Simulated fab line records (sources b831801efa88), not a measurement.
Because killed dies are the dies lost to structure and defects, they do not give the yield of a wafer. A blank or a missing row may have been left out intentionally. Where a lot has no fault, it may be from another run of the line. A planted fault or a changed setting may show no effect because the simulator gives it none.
2 desks, one fault / flow sky130 / every desk sees just its own numbers, and what lay behind them comes last

## THE METROLOGY DESK
Lot by lot, what the gauges showed, no matter which tool ran the lot: averages of those sampled wafers that carry a number. If a lot's mean is further than 4 standard deviations from the usual mean, the lot is out of limits and carries the mark OUT (the distance appears in the brackets).
Columns: A = LDD_HVN_TW at SKY_LDD_HVN_TW_MEAS_10, usual 1429; B = SD_P_OVL at SKY_SD_P_OVL_MEAS_08, usual 0.1 nm; C = SD_N_TW at SKY_SD_N_TW_MEAS_12, usual 3959
lot=L580; first seen here=day 19 20:54; A=1411; B=-0.2; C=3926
lot=L581; first seen here=day 20 08:50; A=1413; B=0.0; C=4016
lot=L588; first seen here=day 23 00:58; A=1345 (-6.0) OUT; B=2.9; C=3937
lot=L590; first seen here=day 23 20:20; A=1345 (-6.0) OUT; B=-0.8; C=3921
lot=L594; first seen here=day 25 09:18; A=1416; B=1.9; C=3939
lot=L595; first seen here=day 25 11:08; A=1420; B=1.0; C=4004
lot=L597; first seen here=day 26 09:52; A=1454; B=-2.6; C=3907
lot=L598; first seen here=day 26 12:55; A=1447; B=1.0; C=3889
lot=L600; first seen here=day 27 07:16; A=1442; B=1.0; C=3943
lot=L602; first seen here=day 27 21:24; A=1423; B=-1.8; C=3951
lot=L601; first seen here=day 27 23:30; A=1423; B=1.1; C=4000
lot=L603; first seen here=day 28 13:10; A=1440; B=-0.1; C=3917
This desk reports L588, L590 out of limits; the earliest was L588 at day 23 00:58 (LDD_HVN_TW at SKY_LDD_HVN_TW_MEAS_10). In limits: L580, L581, L594, L595, L597, L598, L600, L602, L601, L603.

## AT THE TOOL OWNER'S DESK: implanter-02
The tool's own readings at SKY_LDD_HVN_IMPLANT_08, given as means over the sampled wafers that have a number, one for each lot that went through this tool. If a lot's mean is further than 4 standard deviations from the usual mean, the lot is out of limits and carries the mark OUT (the distance appears in the brackets).
Columns: A = beam energy keV at SKY_LDD_HVN_IMPLANT_08, usual 59.999; B = beam on s at SKY_LDD_HVN_IMPLANT_08, usual 10.00 s; C = dose ions cm2 at SKY_LDD_HVN_IMPLANT_08, usual 2.999e+13
lot=L588; first seen here=day 23 00:43; A=46.306 (-99 or more) OUT; B=10.03; C=3.004e+13
lot=L590; first seen here=day 23 20:05; A=46.316 (-99 or more) OUT; B=10.02; C=3.004e+13
lot=L600; first seen here=day 27 07:02; A=60.017; B=9.87; C=3.000e+13
Finding of this desk: L588, L590 out of limits; the first was L588 at day 23 00:43, on beam energy keV at SKY_LDD_HVN_IMPLANT_08. In limits: L600.

## TAKEN TOGETHER
At day 23 00:43, on L588, L590, the tool owner's desk was in a position to raise an alarm.
L588, L590 would have let the metrology desk raise an alarm at day 23 00:58.
Of the lots named, all ran SKY_LDD_HVN_IMPLANT_08 on implanter-02.

## WHAT THE SIMULATOR HAD PUT IN
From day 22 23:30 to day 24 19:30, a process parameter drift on implanter-02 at SKY_LDD_HVN_IMPLANT_08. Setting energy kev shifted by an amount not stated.
Struck lots among those shown: L588, L590.
Time in hours from fault onset to the first out-of-limits reading at each desk: tool owner's desk 1, metrology desk 1.
